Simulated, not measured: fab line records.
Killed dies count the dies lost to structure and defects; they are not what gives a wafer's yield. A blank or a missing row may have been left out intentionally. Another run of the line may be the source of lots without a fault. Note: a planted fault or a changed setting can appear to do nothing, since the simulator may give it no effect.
Chamber matching + flow sfq-line + 4 sister chambers for SFQ_TRILAYER_I0_CMP_CMP_028 on cmp-02
The step polishes SiO2. 16 wafers are shown with their chamber, then 7 later ones without.

WAFERS, EACH WITH ITS CHAMBER
| wafer  | chamber | motor-current-A (A) | time-to-endpoint-s (s) |
|--------|---------|---------------------|------------------------|
| L421.1 | 1       | 10.4                | 228                    |
| L421.2 | 0       | 8.8                 | 221                    |
| L421.5 | 2       | 9.9                 | 218                    |
| L423.1 | 1       | 10.7                | 220                    |
| L423.5 | 0       | 9.0                 | 226                    |
| L423.6 | 1       | 10.5                | 227                    |
| L424.2 | 0       | 8.8                 | 220                    |
| L424.3 | 3       | 11.9                | 222                    |
| L424.6 | 2       | 9.9                 | 231                    |
| L429.3 | 1       | 10.6                | 209                    |
| L429.4 | 3       | 12.2                | 213                    |
| L429.5 | 1       | 10.9                | 216                    |
| L430.1 | 1       | 11.1                | 209                    |
| L430.3 | 3       | 12.2                | 215                    |
| L432.4 | 3       | 12.1                | 219                    |
| L432.3 | 1       | 10.2                | 203                    |

SIGNATURES (averages over the wafers above)
| reading            | chamber 0 | chamber 1 | chamber 2 | chamber 3 | scatter within a chamber |
|--------------------|-----------|-----------|-----------|-----------|--------------------------|
| motor-current-A    | 8.867     | 10.629    | 9.900     | 12.100    | 0.231                    |
| time-to-endpoint-s | 222.33    | 216.00    | 224.50    | 217.25    | 7.65                     |
Rule: for a wafer and a chamber, the distance is found by dividing, reading by reading, the gap between the wafer's reading and the chamber's mean by the reading's scatter, squaring, summing and taking the root. The wafer belongs to the nearest chamber; if the next one is less than 2 further off, it can't be placed. The scatter: the root of (the sum of the squares of (reading less its chamber's mean) over the shown wafers, divided by (wafers less chambers)).

WAFERS WITH NO CHAMBER GIVEN
| wafer  | motor-current-A (A) | time-to-endpoint-s (s) |
|--------|---------------------|------------------------|
| L432.5 | 12.4                | 210                    |
| L440.2 | 10.0                | 210                    |
| L440.5 | 12.7                | 217                    |
| L440.6 | 10.0                | 217                    |
| L444.1 | 10.0                | 214                    |
| L444.4 | 10.3                | 219                    |
| L444.6 | 10.7                | 217                    |

WHICH CHAMBER EACH ONE RAN IN
| wafer  | from the rows above     | in truth |
|--------|-------------------------|----------|
| L432.5 | 3                       | 3        |
| L440.2 | can't be placed: 2 or 1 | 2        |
| L440.5 | 3                       | 3        |
| L440.6 | can't be placed: 2 or 1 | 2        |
| L444.1 | can't be placed: 2 or 1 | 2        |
| L444.4 | can't be placed: 1 or 2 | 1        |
| L444.6 | 1                       | 1        |
Correctly placed: 3 of 7. Not placeable from these rows: 4 (in 4, the candidates include the true chamber). 0 placed wrongly.
